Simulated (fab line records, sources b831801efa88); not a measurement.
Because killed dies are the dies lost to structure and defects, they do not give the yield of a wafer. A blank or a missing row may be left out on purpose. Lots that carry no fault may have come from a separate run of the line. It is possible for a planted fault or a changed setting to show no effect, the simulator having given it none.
fab line records	flow gf180mcu
record: lots: 13	wafers: 39	last_day: 34
route steps=602 shown DNWELL@34 SAB@265 CONTACT@288 V1@352
lots with no fault: from the same line, run without faults
start_h: hours from the record's first day to the start of the lot's first wafer shown	wait_h: hours from the lot's prior step to this one	" same as the row above	L1.1+2: a row that stands for several wafers	- no value present, or no start provided	* or withheld: withheld	< > ~ a bound
route shown NAME@n: names a module that has steps shown in the file, with the first one's number in the route	usual: mean/standard deviation of fault-free wafers	same: alike in all rows	chamber/n: place in a boat	sites: readings site by site	_std_site: the standard deviation of these	_edge_site: mean of outer sites minus mean of inner sites	radius_mm: how far each site lies from the wafer's centre	mask NAME#n: copy n	behind: the last tool/chamber to shape the wafer	hold: why the lot was held/for how many hours/how that ended	device: the n, p or np transistor that did not switch	end of line: tests of these same wafers at the route's end	for a step that has no rows: nothing shown but its recipe	killed: at the first sort, the dies lost to defects and structure; wafer yield is something else	map: a wafer's dies, marking killed ones x, the rest . and places with no die _
set.NAME: the setting the step ran with; set.NAME@STEP: the setting that earlier step ran with	model.NAME: the simulator's own value behind a step, which no gauge read
route steps across a sampled set of lots; one table per step, one row per wafer
services: a tool's chamber out of use, with start hour (start_h, from the record's first day; less than 0 if before it), hours out, and reason
== steps ==
step: GF_DNWELL_COAT_02
recipe: spin_rpm: 2000	resist_thk_nm: 3000
usual: spin_speed_rpm: 2000.2/1.4
lot.wafer	tool	chamber	start_h	wait_h	spin_speed_rpm
L986.1	litho_track-03	0	51.79	0.1	1999.3
L986.4	"	0	"	"	1998.2
L986.6	"	0	"	"	1996.5
L987.2	litho_track-04	0	56.27	0.1	2000.3
L987.3	"	0	"	"	2000.0
L987.6	"	0	"	"	1999.0
L988.2	litho_track-04	0	62.27	0.1	2001.5
L988.3	"	0	"	"	2001.0
L988.6	"	0	"	"	1999.8
L990.1	litho_track-03	0	74.34	0.1	1997.5
L990.3	"	0	"	"	1998.5
L990.5	"	0	"	"	2000.9
L992.2	litho_track-04	0	84.07	0.1	2001.8
L992.4	"	0	"	"	2001.2
L992.5	"	0	"	"	1997.1
L993.3	litho_track-04	0	89.15	0.1	1999.3
L993.4	"	0	"	"	1998.8
L993.6	"	0	"	"	2000.6
L996.2	litho_track-04	0	108.87	0.1	1863.4
L996.5	"	0	"	"	1861.5
L996.6	"	0	"	"	1860.9
L997.2	litho_track-04	0	113.92	0.1	1860.6
L997.3	"	0	"	"	1861.5
L997.6	"	0	"	"	1860.2
L998.2	litho_track-04	0	117.57	0.1	1860.8
L998.4	"	0	"	"	1863.1
L998.6	"	0	"	"	1862.2
L999.2	litho_track-03	0	123.51	0.1	1998.0
L999.3	"	0	"	"	2000.0
L999.4	"	0	"	"	1999.4
L101.2	litho_track-02	0	133.78	0.1	1999.8
L101.3	"	0	"	"	1999.9
L101.5	"	0	"	"	1999.5
L103.2	litho_track-02	0	145.78	0.1	2001.2
L103.5	"	0	"	"	2001.1
L103.6	"	0	"	"	2001.3
L104.2	litho_track-03	0	148.81	0.1	1995.7
L104.4	"	0	"	"	1998.6
L104.6	"	0	"	"	1999.4
step: GF_DNWELL_STRIP_08
recipe: chemistry: O2/N2	power_w: 1400	pressure_mtorr: 1500	platen_temp_c: 250	o2_flow_sccm: 3000	n2_flow_sccm: 300	overash_fraction: 0.5
usual: drypump_motor_current_A: 5.6/0.4	heater_power_w: 321/36	oes_product_au: 0.722/0.0046	strip_time_to_endpoint_s: 37.00/0.099
lot.wafer	tool	chamber	start_h	wait_h	drypump_motor_current_A	heater_power_w	oes_product_au	rf_hours_counter_h	strip_time_to_endpoint_s
L986.1	plasma_asher-01	0	59.06	0.1	6.1	298	0.729	35	37.00
L986.4	"	1	"	"	5.2	330	0.727	-	37.14
L986.6	"	0	"	"	6.1	303	0.723	-	36.98
L987.2	plasma_asher-03	0	63.10	0.1	6.1	303	0.726	44	36.98
L987.3	"	1	"	"	5.4	403	0.719	-	36.98
L987.6	"	0	"	"	6.1	304	0.722	-	36.96
L988.2	plasma_asher-01	0	69.31	0.1	6.2	304	0.729	37	37.10
L988.3	"	0	"	"	6.1	302	0.724	-	37.13
L988.6	"	0	"	"	6.2	306	0.717	-	37.09
L990.1	plasma_asher-01	1	81.39	0.1	5.2	333	0.729	38	36.86
L990.3	"	0	"	"	6.2	301	0.729	-	36.80
L990.5	"	1	"	"	5.2	333	0.723	-	36.90
L992.2	plasma_asher-01	0	91.54	0.1	6.1	309	0.711	39	36.94
L992.4	"	1	"	"	5.2	342	0.723	-	37.12
L992.5	"	0	"	"	6.1	305	0.723	-	37.01
L993.3	plasma_asher-01	1	96.22	0.1	5.2	351	0.720	-	37.03
L993.4	"	0	"	"	6.2	300	0.717	-	37.13
L993.6	"	1	"	"	5.2	346	0.723	-	37.18
L996.2	plasma_asher-04	0	116.59	0.1	5.2	278	0.723	34	38.34
L996.5	"	1	"	"	5.8	316	0.721	-	38.30
L996.6	"	0	"	"	5.2	275	0.722	-	38.36
L997.2	plasma_asher-04	0	121.56	0.1	5.2	280	0.728	35	38.23
L997.3	"	1	"	"	5.8	320	0.721	-	38.33
L997.6	"	1	"	"	5.8	313	0.724	-	38.27
L998.2	plasma_asher-01	0	124.81	0.1	6.2	308	0.716	44	38.20
L998.4	"	1	"	"	5.2	338	0.718	-	38.12
L998.6	"	1	"	"	5.2	342	0.729	-	38.21
L999.2	plasma_asher-01	0	131.59	0.1	6.1	294	0.728	44	37.02
L999.3	"	0	"	"	6.1	312	0.721	-	36.94
L999.4	"	1	"	"	5.2	337	0.716	-	36.92
L101.2	plasma_asher-04	0	141.21	0.1	5.2	276	0.727	37	37.03
L101.3	"	0	"	"	5.2	278	0.720	-	37.03
L101.5	"	1	"	"	5.8	321	0.722	-	37.06
L103.2	plasma_asher-01	1	153.84	0.1	5.2	343	0.713	47	36.96
L103.5	"	1	"	"	5.2	338	0.722	-	37.02
L103.6	"	0	"	"	6.1	307	0.720	-	36.89
L104.2	plasma_asher-01	0	157.16	0.1	6.2	313	0.722	47	36.86
L104.4	"	0	"	"	6.2	311	0.725	-	36.84
L104.6	"	0	"	"	6.2	314	0.715	-	36.85
step: GF_SAB_THK_MEAS_01
recipe: reads: SiO2_of_SAB_CVD_00
usual: SAB_CVD_00_THK: 49.9/0.67
lot.wafer	tool	chamber	start_h	wait_h	SAB_CVD_00_THK[nm]
L986.1	film_metro-03	-	343.92	0.0	49.6
L986.4	"	-	"	"	50.2
L986.6	"	-	"	"	50.8
L987.2	film_metro-04	-	355.91	0.0	49.4
L987.3	"	-	"	"	49.0
L987.6	"	-	"	"	50.2
L988.2	film_metro-02	-	358.95	0.0	49.8
L988.3	"	-	"	"	49.1
L988.6	"	-	"	"	49.9
L990.1	film_metro-02	-	383.64	0.0	49.4
L990.3	"	-	"	"	49.8
L990.5	"	-	"	"	50.6
L992.2	film_metro-03	-	405.00	0.0	49.2
L992.4	"	-	"	"	50.2
L992.5	"	-	"	"	50.6
L993.3	film_metro-04	-	411.71	0.0	49.4
L993.4	"	-	"	"	50.4
L993.6	"	-	"	"	50.7
L996.2	film_metro-03	-	445.19	0.0	50.2
L996.5	"	-	"	"	49.9
L996.6	"	-	"	"	50.6
L998.2	film_metro-02	-	457.12	0.0	49.3
L998.4	"	-	"	"	49.7
L998.6	"	-	"	"	49.7
L997.2	film_metro-04	-	458.28	0.0	50.6
L997.3	"	-	"	"	50.5
L997.6	"	-	"	"	51.3
L999.2	film_metro-02	-	462.50	0.0	49.2
L999.3	"	-	"	"	49.4
L999.4	"	-	"	"	49.7
L101.2	film_metro-02	-	479.88	0.0	49.2
L101.3	"	-	"	"	49.9
L101.5	"	-	"	"	50.0
L103.2	film_metro-02	-	495.80	0.0	49.0
L103.5	"	-	"	"	50.3
L103.6	"	-	"	"	50.9
L104.2	film_metro-04	-	502.63	0.0	48.8
L104.4	"	-	"	"	49.6
L104.6	"	-	"	"	50.2
step: GF_CONTACT_THK_MEAS_01
recipe: reads: SiO2_of_CONTACT_CVD_00
usual: CONTACT_CVD_00_THK: 302.0/2.6
lot.wafer	tool	chamber	start_h	wait_h	CONTACT_CVD_00_THK[nm]
L986.1	film_metro-01	-	366.98	0.0	297.8
L986.4	"	-	"	"	297.1
L986.6	"	-	"	"	300.4
L987.2	film_metro-03	-	379.67	0.0	295.1
L987.3	"	-	"	"	300.6
L987.6	"	-	"	"	299.3
L988.2	film_metro-01	-	382.31	0.0	300.8
L988.3	"	-	"	"	300.2
L988.6	"	-	"	"	300.2
L990.1	film_metro-01	-	408.51	0.0	301.2
L990.3	"	-	"	"	301.6
L990.5	"	-	"	"	302.2
L992.2	film_metro-03	-	429.95	0.0	302.2
L992.4	"	-	"	"	302.4
L992.5	"	-	"	"	303.8
L993.3	film_metro-02	-	436.68	0.0	305.6
L993.4	"	-	"	"	304.0
L993.6	"	-	"	"	303.4
L996.2	film_metro-02	-	471.17	0.0	309.6
L996.5	"	-	"	"	302.8
L996.6	"	-	"	"	304.1
L998.2	film_metro-03	-	482.82	0.1	303.2
L998.4	"	-	"	"	304.3
L998.6	"	-	"	"	303.0
L997.2	film_metro-01	-	483.83	0.0	302.7
L997.3	"	-	"	"	301.1
L997.6	"	-	"	"	298.7
L999.2	film_metro-01	-	487.24	0.0	304.4
L999.3	"	-	"	"	305.6
L999.4	"	-	"	"	301.3
L101.2	film_metro-01	-	504.59	0.0	297.4
L101.3	"	-	"	"	302.2
L101.5	"	-	"	"	299.9
L103.2	film_metro-01	-	520.30	0.0	305.8
L103.5	"	-	"	"	304.4
L103.6	"	-	"	"	303.0
L104.2	film_metro-02	-	527.13	0.0	306.0
L104.4	"	-	"	"	304.7
L104.6	"	-	"	"	308.2
step: GF_V1_ETCH_17
recipe: chemistry: C4F8/O2/Ar	mask_material: KrF	target: SiO2	stop_on: TiN	source_w: 1500	bias_w: 1200	pressure_mtorr: 40	c4f8_flow_sccm: withheld	O2_flow_sccm: 6	Ar_flow_sccm: 300	time_s: withheld	target_depth_a: 6300
usual: oes_product_au: 0.856/0.0051	rf_fwd_power_W: 1493/5.2
lot.wafer	tool	chamber	start_h	wait_h	oes_product_au	rf_fwd_power_W
L986.1	rie_diel-01	3	-	-	0.861	1491
L986.4	"	2	"	"	0.853	1495
L986.6	"	3	"	"	0.853	1490
L987.2	rie_diel-03	0	-	-	0.860	1497
L987.3	"	3	"	"	0.857	1493
L987.6	"	1	"	"	0.862	1493
L988.2	rie_diel-03	2	-	-	0.854	1496
L988.3	"	3	"	"	0.853	1490
L988.6	"	0	"	"	0.860	1489
L990.1	rie_diel-03	0	-	-	0.859	1498
L990.3	"	1	"	"	0.850	1494
L990.5	"	2	"	"	0.857	1492
L992.2	rie_diel-03	0	-	-	0.856	1491
L992.4	"	1	"	"	0.846	1493
L992.5	"	1	"	"	0.853	1493
L993.3	rie_diel-04	1	-	-	0.864	1500
L993.4	"	3	"	"	0.845	1495
L993.6	"	1	"	"	0.862	1492
L996.2	rie_diel-04	0	-	-	0.863	1497
L996.5	"	1	"	"	0.860	1495
L996.6	"	2	"	"	0.847	1502
L998.2	rie_diel-01	2	-	-	0.848	1485
L998.4	"	0	"	"	0.847	1491
L998.6	"	2	"	"	0.858	1480
L997.2	rie_diel-03	2	-	-	0.853	1501
L997.3	"	0	"	"	0.856	1486
L997.6	"	0	"	"	0.857	1482
L999.2	rie_diel-04	3	-	-	0.846	1482
L999.3	"	0	"	"	0.850	1497
L999.4	"	2	"	"	0.853	1494
L101.2	rie_diel-04	0	-	-	0.853	1494
L101.3	"	1	"	"	0.859	1494
L101.5	"	0	"	"	0.860	1491
L103.2	rie_diel-01	0	-	-	0.854	1491
L103.5	"	3	"	"	0.864	1490
L103.6	"	1	"	"	0.857	1498
L104.2	rie_diel-01	3	-	-	0.846	1490
L104.4	"	0	"	"	0.858	1483
L104.6	"	0	"	"	0.853	1484
== services ==
tool	chamber	start_h	hours	kind
rie_diel-03	0	45.35	6.9	repair
rie_diel-01	-	47.20	3.6	repair
rie_diel-01	3	52.42	2.8	repair
rie_diel-03	0	96.10	3.0	repair
plasma_asher-01	-	185.95	8.8	repair
rie_diel-01	3	187.62	16.5	repair
rie_diel-03	3	210.79	3.0	repair
rie_diel-01	1	239.30	5.4	repair
rie_diel-04	3	249.09	5.4	repair
rie_diel-01	3	255.75	9.0	repair
rie_diel-03	-	264.48	2.8	pm
rie_diel-04	3	278.69	3.1	repair
rie_diel-04	0	290.15	13.9	repair
rie_diel-04	2	321.84	8.7	repair
rie_diel-04	-	365.11	1.6	repair
rie_diel-04	1	373.38	4.6	repair
rie_diel-01	3	382.64	4.6	repair
rie_diel-04	-	390.53	1.2	repair
rie_diel-04	-	436.03	0.4	repair
rie_diel-04	2	446.85	2.6	repair
rie_diel-04	1	484.93	4.5	repair
rie_diel-03	-	486.50	0.3	repair
rie_diel-03	0	525.32	4.5	repair
rie_diel-04	2	526.89	5.0	repair
== key ==
first_sign: step: GF_DNWELL_COAT_02	reading: spin_speed_rpm	direction: down	sigmas: 97	usual: *	struck: *
effect: step: GF_DNWELL_STRIP_08	reading: strip_time_to_endpoint_s	direction: up	sigmas: 13	usual: *	struck: *
met_at GF_DNWELL_COAT_02
struck_lots L996,L997,L998
tester_left_out L996,L997,L998
not_acting_at GF_SAB_THK_MEAS_01,GF_CONTACT_THK_MEAS_01,GF_V1_ETCH_17
onset_between 89.15 108.87
fault: kind: process_parameter_drift	tool: litho_track-04	chamber: -	onset_h: 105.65	steps: GF_DNWELL_COAT_02	channel: spin_rpm	offset: *	shape: step	end_h: 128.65	acts_in: *	stated: *
tester_left_out: of these lots the tester's yield and bins aren't shown, on N5 and GAA mostly nor the transistor test; their killed dies are dies lost to structure and defects alone, not to doping, threshold or leakage, so they don't give the yield
